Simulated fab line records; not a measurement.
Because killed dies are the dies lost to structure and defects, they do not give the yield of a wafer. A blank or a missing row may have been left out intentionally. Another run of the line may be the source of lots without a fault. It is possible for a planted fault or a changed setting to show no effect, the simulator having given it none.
Check for tools in common | flow sky130 | Lots sampled 11, wafers sampled 33

WHY THIS WAS OPENED
Of 11 lots, 2 have the reading CAPM_CVD_00_THK flagged at SKY_CAPM_THK_MEAS_01. Wafers without a fault read 15.44 nm, standard deviation 0.2.
Rule: a lot is flagged in two cases, either no wafer of it has a number, or all its wafers with numbers fall more than 4 standard deviations from that mean. All remaining lots are regarded as sound.

lot  | measured     | on            | CAPM_CVD_00_THK (nm), wafer by wafer | flag
L653 | day 36 07:22 | film-metro-01 | 15.12 15.42 15.30                    |
L654 | day 36 14:46 | film-metro-04 | 15.34 15.39 15.81                    |
L658 | day 37 19:44 | film-metro-03 | 15.38 15.19 15.91                    |
L656 | day 37 20:43 | film-metro-04 | 15.20 15.51 15.35                    |
L659 | day 37 22:47 | film-metro-01 | 15.37 15.52 15.47                    |
L660 | day 38 20:18 | film-metro-03 | 14.42 14.41 14.44                    | FLAGGED
L663 | day 39 09:50 | film-metro-03 | 15.39 15.11 15.50                    |
L664 | day 39 18:54 | film-metro-01 | 14.62 14.54 14.55                    | FLAGGED
L671 | day 41 15:50 | film-metro-03 | 15.31 15.64 15.56                    |
L672 | day 42 03:47 | film-metro-01 | 15.47 15.56 15.55                    |
L675 | day 42 13:12 | film-metro-01 | 15.52 15.63 15.70                    |
The numbers of the flagged lots are 14.50 nm on average: -0.94 nm against the usual, or -5 standard deviations.

WHICH TOOL EACH LOT WENT THROUGH
2 process steps preceding the reading are held in the record, out of 708 steps in the route. Each cell gives the tool, then ch followed by the chambers the sampled wafers passed through, then the start.
lot  | flag    | SKY_CONTACT_ETCH_17                | SKY_CAPM_CVD_00
L653 |         | rie-diel-01 ch 1,2,3, day 31 12:16 | pecvd-02 ch 0,1,2, day 36 07:20
L654 |         | rie-diel-03 ch 0,2,3, day 31 20:39 | pecvd-02 ch 0,1,2, day 36 14:44
L658 |         | rie-diel-01 ch 0,1,3, day 33 01:56 | pecvd-02 ch 0,1,2, day 37 19:43
L656 |         | rie-diel-04 ch 0,1,3, day 33 04:01 | pecvd-01 ch 0,1,2, day 37 20:41
L659 |         | rie-diel-01 ch 2,3, day 33 07:35   | pecvd-02 ch 0,1, day 37 22:44
L660 | FLAGGED | rie-diel-03 ch 0,1,3, day 34 02:07 | pecvd-02 ch 0,1, day 38 20:16
L663 |         | rie-diel-04 ch 0,1,2, day 34 19:20 | pecvd-04 ch 0,1, day 39 09:49
L664 | FLAGGED | rie-diel-01 ch 1,2,3, day 35 04:40 | pecvd-02 ch 0,2, day 39 18:52
L671 |         | rie-diel-01 ch 0,2, day 37 08:08   | pecvd-04 ch 0,2, day 41 15:49
L672 |         | rie-diel-01 ch 1,2,3, day 37 17:00 | pecvd-01 ch 0,1,2, day 42 03:46
L675 |         | rie-diel-01 ch 0,3, day 38 04:47   | pecvd-01 ch 0,1,2, day 42 13:11
These steps, and what they do:
- SKY_CONTACT_ETCH_17: etches SiO2 in C4F8/O2/Ar, stops on Si3N4, target depth 340 nm.
- SKY_CAPM_CVD_00: deposits SiO2, target thk 15.5 nm.
- SKY_CAPM_THK_MEAS_01

FLAGGED OVER TOTAL, TOOL BY TOOL (the gauges that took the reading come last)
step                 | tool          | lots run | flagged | share of the flagged lots | sound lots run after its first flagged lot
SKY_CONTACT_ETCH_17  | rie-diel-01   | 7        | 1       | some                      | 3 (L671,L672,L675)
SKY_CONTACT_ETCH_17  | rie-diel-03   | 2        | 1       | some                      | 0
SKY_CONTACT_ETCH_17  | rie-diel-04   | 2        | 0       | none                      | -
SKY_CAPM_CVD_00      | pecvd-01      | 3        | 0       | none                      | -
SKY_CAPM_CVD_00      | pecvd-02      | 6        | 2       | all                       | 0
SKY_CAPM_CVD_00      | pecvd-04      | 2        | 0       | none                      | -
SKY_CAPM_THK_MEAS_01 | film-metro-01 | 5        | 1       | some                      | 2 (L672,L675)
SKY_CAPM_THK_MEAS_01 | film-metro-03 | 4        | 1       | some                      | 2 (L663,L671)
SKY_CAPM_THK_MEAS_01 | film-metro-04 | 2        | 0       | none                      | -

THE TABLE: WHAT IT ALLOWS
All flagged lots share 1 row of the table, namely pecvd-02 at SKY_CAPM_CVD_00.
- pecvd-02 at SKY_CAPM_CVD_00 ran 6 lots, 2 of them flagged. Last sound lot L659 at day 37 22:44, first flagged lot L660 at day 38 20:16; a fault beginning in between fits. Its own readings lie more than 4 standard deviations out on every wafer of the flagged lots: rf-fwd-power-W.
What remains is a single tool, pecvd-02 at SKY_CAPM_CVD_00.

WHAT THE SIMULATOR HAD INSERTED
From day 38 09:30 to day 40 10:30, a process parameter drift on pecvd-02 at SKY_CAPM_CVD_00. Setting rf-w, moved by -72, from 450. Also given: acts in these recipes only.
Shown lots that were struck: L660, L664. This agrees with what the rule above found.
